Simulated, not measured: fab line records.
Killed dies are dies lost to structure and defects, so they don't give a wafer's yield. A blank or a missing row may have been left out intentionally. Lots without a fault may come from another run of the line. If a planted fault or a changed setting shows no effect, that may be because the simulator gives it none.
2 desks, one fault	flow sky130	what lay behind the numbers comes last; until then each desk has only its own

== METROLOGY DESK ==
Lot by lot, what the gauges showed, no matter which tool ran the lot: averages of those sampled wafers that carry a number. Any lot whose mean is over 4 standard deviations away from the usual mean is out of limits and marked OUT; that distance is given in the brackets.
Columns: A = cd-nm at SKY_FIELD_ISO_CD_MEAS_13, usual 149.6 nm; B = NWELL_RS at SKY_NWELL_RS_MEAS_29, usual 624.4 ohm/sq; C = PWDE_RS at SKY_NWELL_RS_MEAS_31, usual 5270 ohm/sq; D = VT_ADJUST_PCH_TW at SKY_VT_ADJUST_PCH_TW_MEAS_10, usual 142.9
lot	first seen here	A	B	C	D
L528	day 3 23:31	150.4	596.1 (-19) OUT	5289	145.7
L529	day 4 07:48	149.8	599.5 (-17) OUT	5254	139.8
L532	day 4 18:38	148.5	624.2	5271	144.3
L533	day 4 23:05	150.5	624.5	5274	144.4
L534	day 5 04:24	147.6	623.0	5300	141.1
L536	day 5 18:12	149.5	625.9	5273	145.1
L537	day 5 23:04	149.2	623.7	5275	144.5
L538	day 6 01:39	148.4	623.5	5271	145.2
L539	day 6 11:18	149.4	624.7	5271	145.0
L541	day 6 17:32	152.1	623.0	5290	140.8
L542	day 6 23:03	150.9	625.2	5262	141.1
L543	day 7 02:57	150.2	623.2	5255	140.8
Finding of this desk: L528, L529 out of limits, first seen on L528 at day 7 13:33 (NWELL_RS at SKY_NWELL_RS_MEAS_29). L532, L533, L534, L536, L537, L538, L539, L541, L542, L543: within limits.

== AT THE TOOL OWNER'S DESK: implanter-04 ==
SKY_NWELL_IMPLANT_11, tool's own readings: per-lot mean of the sampled wafers with a number, covering each lot this tool ran. Any lot whose mean is over 4 standard deviations away from the usual mean is out of limits and marked OUT; that distance is given in the brackets.
Columns: A = beam-energy-keV at SKY_NWELL_IMPLANT_11, usual 399.99; B = end-station-pressure-torr at SKY_NWELL_IMPLANT_11, usual 5.08e-06 Torr
lot	first seen here	A	B
L528	day 6 16:34	490.35 (+99 or more) OUT	5.25e-06
L529	day 7 00:07	490.41 (+99 or more) OUT	5.02e-06
Finding of this desk: L528, L529 out of limits; the first was L528 at day 6 16:34, on beam-energy-keV at SKY_NWELL_IMPLANT_11. In limits: none.

== PUT TOGETHER ==
At day 6 16:34, on L528, L529, the tool owner's desk was in a position to raise an alarm.
An alarm was possible from the metrology desk at day 7 13:33, on L528, L529.
Of the lots named, all ran SKY_NWELL_IMPLANT_11 on implanter-04.

== WHAT HAD BEEN PUT IN BY THE SIMULATOR ==
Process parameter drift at SKY_NWELL_IMPLANT_11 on implanter-04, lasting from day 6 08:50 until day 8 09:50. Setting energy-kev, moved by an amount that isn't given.
Struck lots among those shown: L528, L529.
Time in hours from fault onset to the first out-of-limits reading at each desk: tool owner's desk 8, metrology desk 29.
